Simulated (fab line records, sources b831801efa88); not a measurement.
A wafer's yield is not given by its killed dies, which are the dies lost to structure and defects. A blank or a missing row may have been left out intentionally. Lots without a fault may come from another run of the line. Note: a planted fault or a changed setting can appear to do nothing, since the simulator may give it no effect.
What tool caused it? -- flow gf180mcu -- Sampling: 24 lots, 72 wafers, 3 of 602 route steps

## WHAT THE GAUGES SHOWED, per wafer
GF_V2_CD_MEAS_14 targets a cd of 260 nm. Usual: cd_nm at 259.6 nm, with a standard deviation of 1.4.
lot,measured,on,cd_nm (nm),flag
L074,day 20 06:40,cd_sem-01,260.1 260.1 260.1,
L075,day 20 13:53,cd_sem-01,257.4 257.6 257.2,
L076,day 21 02:09,cd_sem-01,260.1 259.5 259.6,
L077,day 21 12:23,cd_sem-01,259.2 258.9 258.4,
L078,day 21 19:36,cd_sem-02,258.6 259.8 260.3,
L079,day 22 06:52,cd_sem-01,260.9 261.9 261.9,
L080,day 22 15:43,cd_sem-02,257.3 258.8 258.4,
L081,day 22 20:44,cd_sem-02,259.8 259.4 259.8,
L082,day 23 08:44,cd_sem-02,259.2 258.3 257.4,
L083,day 23 11:59,cd_sem-02,259.8 259.7 261.1,
L084,day 24 01:35,cd_sem-02,256.8 256.4 256.6,
L085,day 24 03:17,cd_sem-01,258.2 257.1 259.2,
L086,day 25 00:26,cd_sem-02,261.4 260.3 260.7,
L087,day 25 01:40,cd_sem-02,260.6 261.3 261.0,
L088,day 25 06:42,cd_sem-01,261.0 260.4 261.1,
L089,day 25 21:27,cd_sem-02,260.5 258.5 259.2,
L090,day 25 23:52,cd_sem-02,261.1 260.7 261.6,
L091,day 26 06:58,cd_sem-02,260.7 260.9 260.8,
L092,day 26 16:43,cd_sem-01,262.1 261.9 263.5,
L093,day 27 03:47,cd_sem-02,261.6 260.5 261.6,
L094,day 27 05:29,cd_sem-01,260.5 260.4 261.5,
L096,day 27 19:08,cd_sem-02,260.1 261.7 259.3,
L095,day 27 21:55,cd_sem-02,257.6 258.3 258.0,
L097,day 27 22:22,cd_sem-02,257.8 258.4 258.7,

GF_V2_OVL_MEAS_15. Usual: V2_OVL gives -2 nm (standard deviation 5.9).
lot,measured,on,V2_OVL (nm),flag
L074,day 20 06:47,overlay-02,14 6 1,
L075,day 20 14:01,overlay-02,-2 -11 0,
L076,day 21 02:16,overlay-01,0 4 -4,
L077,day 21 12:28,overlay-01,-4 -7 -11,
L078,day 21 19:43,overlay-02,-7 -14 -2,
L079,day 22 06:58,overlay-02,-9 -12 -7,
L080,day 22 15:50,overlay-01,1 4 6,
L081,day 22 20:52,overlay-01,3 0 -3,
L082,day 23 08:52,overlay-02,-12 -3 -14,
L083,day 23 12:07,overlay-02,7 -2 2,
L084,day 24 01:41,overlay-01,4 5 8,
L085,day 24 03:23,overlay-01,0 -3 -1,
L086,day 25 00:31,overlay-01,-14 -6 -1,
L087,day 25 01:46,overlay-01,2 5 0,
L088,day 25 06:49,overlay-01,-5 -7 -6,
L089,day 25 21:34,overlay-01,-4 -3 4,
L090,day 25 23:58,overlay-02,4 2 3,
L091,day 26 07:05,overlay-01,-7 -6 -9,
L092,day 26 16:48,overlay-01,16 0 7,
L093,day 27 03:53,overlay-01,-3 -4 -2,
L094,day 27 05:37,overlay-02,-1 -1 -1,
L096,day 27 19:14,overlay-02,4 7 6,
L095,day 27 22:02,overlay-02,-4 -5 -3,
L097,day 27 22:29,overlay-02,-5 0 1,

GF_M3_THK_MEAS_06: measures by xrf. Usual: M3_ALCU_THK gives 444 nm (standard deviation 5).
lot,measured,on,M3_ALCU_THK (nm),flag
L074,day 20 08:31,film_metro-04,439 448 449,
L075,day 20 15:47,film_metro-02,445 445 439,
L076,day 21 04:10,film_metro-04,440 440 441,
L077,day 21 14:13,film_metro-04,442 437 445,
L078,day 21 23:10,film_metro-03,455 449 453,
L079,day 22 08:58,film_metro-04,447 437 440,
L080,day 22 17:35,film_metro-04,442 441 442,
L081,day 22 22:35,film_metro-02,438 439 438,
L082,day 23 10:35,film_metro-03,442 444 446,
L083,day 23 13:50,film_metro-04,447 448 445,
L084,day 24 03:26,film_metro-04,450 449 447,
L085,day 24 05:08,film_metro-02,452 451 450,
L086,day 25 02:22,film_metro-04,449 451 452,
L087,day 25 03:55,film_metro-04,446 442 441,
L088,day 25 08:35,film_metro-02,448 452 443,
L089,day 25 23:18,film_metro-03,445 453 440,
L090,day 26 01:42,film_metro-04,441 441 444,
L091,day 26 08:49,film_metro-03,452 447 449,
L092,day 26 18:32,film_metro-02,438 442 437,
L093,day 27 05:38,film_metro-03,448 451 448,
L094,day 27 07:22,film_metro-03,440 449 443,
L096,day 27 20:59,film_metro-02,443 444 437,
L095,day 27 23:47,film_metro-02,441 443 438,
L097,day 28 00:13,film_metro-02,437 446 442,

## WHICH TOOL RAN EACH LOT (tool, then ch and the chambers of the sampled wafers, then the start)
The record holds no process step before these readings.

## WHAT THE TOOLS THEMSELVES READ (means of the sampled wafers that have a number; where no wafer has one, the mark that the record gives instead)
The record holds no such reading with a usual standard deviation.

## THE ANSWER, worked out from the rows above alone
Rule: lot off if the mean of its wafers having a number is beyond 3 standard deviations from the usual mean. Also off: a lot with no number at a reading for which 4 or more lots have one. Any other lot the step has rows for is counted as sound. After the gauges, taken in route order, come the tools' own readings; for these a lot's mean is taken, as printed above. At the first step where some lot is off, the reading lying furthest off is the one used; lots without a number count as furthest.
No lot is off on any of the readings shown, so nothing can be concluded from this.

## WHAT THE SIMULATOR HAD PUT IN
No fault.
